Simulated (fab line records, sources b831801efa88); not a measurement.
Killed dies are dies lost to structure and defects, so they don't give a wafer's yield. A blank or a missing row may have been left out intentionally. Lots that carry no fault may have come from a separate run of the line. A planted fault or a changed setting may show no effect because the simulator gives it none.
A lot that was struck, set against a sound lot | flow gf180mcu | 19 steps out of a route of 602
Sound: these wafers, L566.3, L566.4, L566.6. Struck: wafer L573.2 (left out: L573.1, a lot-mate that was not struck); the cause follows at the end.
Order at every step that has rows: each side's tool, ch and its chambers, its first start. Under that, the readings that differ: sound wafers | struck wafers | difference of the means | sigmas: that difference in standard deviations of wafers without a fault.
alike: a reading whose means differ by less than 2 such deviations, as well as words and numbers matching on both sides. not compared: withheld readings; readings where some wafer has no value; bounds like >300 that might hide an equal value; numbers whose values overlap and for which the record gives no deviation.
The two part at a step that has a row with sigmas, a row that says differs or no value, or rows on one side only. When numbers do not overlap yet have no deviation, they are printed without sigmas and do not part them. Lack of a reading on every wafer of one side parts them only where that side has two or more wafers.

first, 1 step without rows for these wafers: GF_STI_DEVELOP_11 (develop time 60 s).
GF_STI_CD_MEAS_12: target cd 220 nm.
  struck on cdSem-02, day 4 09:18; sound on cdSem-02, day 2 21:32
  alike: cdNm
GF_STI_ETCH_13: etches the open film in CHF3/O2, stops on Si, target depth 282.31 nm, time 112.9 s.
  sound on rieDiel-01 ch 1,3, day 2 21:37; struck on rieDiel-01 ch 2, day 4 09:25
  alike: drypumpMotorCurrentA, oesProductAu, throttleValvePct
  not compared: rfHoursCounterH
GF_STI_ETCH_14: etches Si in HBr/Cl2/O2, target depth 360 nm, time 102.9 s.
  sound on rieSi-02 ch 1,3, day 2 21:41; struck on rieSi-02 ch 2, day 4 09:30
  alike: drypumpMotorCurrentA, mfcCl2Sccm, oesProductAu, throttleValvePct
  not compared: rfHoursCounterH
GF_STI_STRIP_15: strips in O2/N2.
  sound on plasmaAsher-02 ch 0,1, day 2 21:48; struck on plasmaAsher-03 ch 0, day 4 09:34
reading             | sound | struck | difference                   | sigmas
rfHoursCounterH (h) | - - - | 38     | no value on the sound wafers | 
  alike: drypumpMotorCurrentA, heaterPowerW, oesProductAu, stripTimeToEndpointS
then, 6 steps without rows for these wafers: GF_STI_CLEAN_16 (cleans in dHF, time 25 s); GF_STI_WET_ETCH_17 (etches Si3N4 in H3PO4, target depth 45 nm, time 514 s); GF_STI_CLEAN_18 (cleans in SC1/SC2, time 150 s); GF_STI_CLEAN_19 (cleans in dHF, time 20 s); GF_STI_WET_ETCH_20 (etches SiO2 in dHF, target depth 20 nm, time 400 s); GF_STI_OXIDATION_21 (stabilise 600 s, purge 300 s, target thk 15 nm).
GF_STI_THK_MEAS_22:
  struck on filmMetro-04, day 4 11:10; sound on filmMetro-04, day 2 23:47
  alike: STI_OXIDATION_01_THK
GF_STI_CVD_23: deposits SiO2, target thk 650 nm, time 108.3 s.
  sound on hdpcvd-01 ch 0,2, day 2 23:49; struck on hdpcvd-01 ch 2, day 4 11:13
reading                             | sound             | struck | difference | sigmas
model.SiO2_of_STI_CVD_23.thkNm (nm) | 656.6 641.8 645.4 | 471.4  | -176.5     | 
GF_STI_THK_MEAS_24:
  struck on filmMetro-02, day 4 11:18; sound on filmMetro-01, day 2 23:55
reading             | sound       | struck | difference | sigmas
STI_CVD_23_THK (nm) | 656 642 645 | 471    | -177       | -30
GF_STI_CMP_25: polishes, stops on Si3N4, t overpolish 33 s, target thk 524.6 nm.
  sound on cmp-01 ch 2,3, day 2 23:57; struck on cmp-01 ch 2, day 4 11:22
reading             | sound       | struck | difference | sigmas
timeToEndpointS (s) | 118 113 114 | 86     | -29        | -7
  alike: motorCurrentA, slurryFlowMlMin
then, 2 steps without rows for these wafers: GF_STI_WET_ETCH_26 (etches SiO2 in dHF, target depth 94 nm, time 188 s); GF_STI_WET_ETCH_27 (etches Si3N4 in H3PO4, target depth 160 nm, time 1825 s).
GF_STI_WET_ETCH_28: etches SiO2 in dHF, target depth 20 nm, time 40 s.
  sound on wetBench-03 ch 1, day 3 00:53; struck on wetBench-02 ch 1, day 4 12:14
reading                             | sound           | struck | difference | sigmas
model.SiO2_of_STI_CVD_23.thkNm (nm) | 400.6 401 401.4 | 350.6  | -50.4      | 
then, 1 step without rows for these wafers: GF_STI_OXIDATION_29 (stabilise 600 s, purge 300 s, target thk 10 nm).

== WHERE THEY PART ==
Last at GF_STI_CMP_25 as far as this record goes, first at GF_STI_STRIP_15.

WHY: the cause the simulator had injected
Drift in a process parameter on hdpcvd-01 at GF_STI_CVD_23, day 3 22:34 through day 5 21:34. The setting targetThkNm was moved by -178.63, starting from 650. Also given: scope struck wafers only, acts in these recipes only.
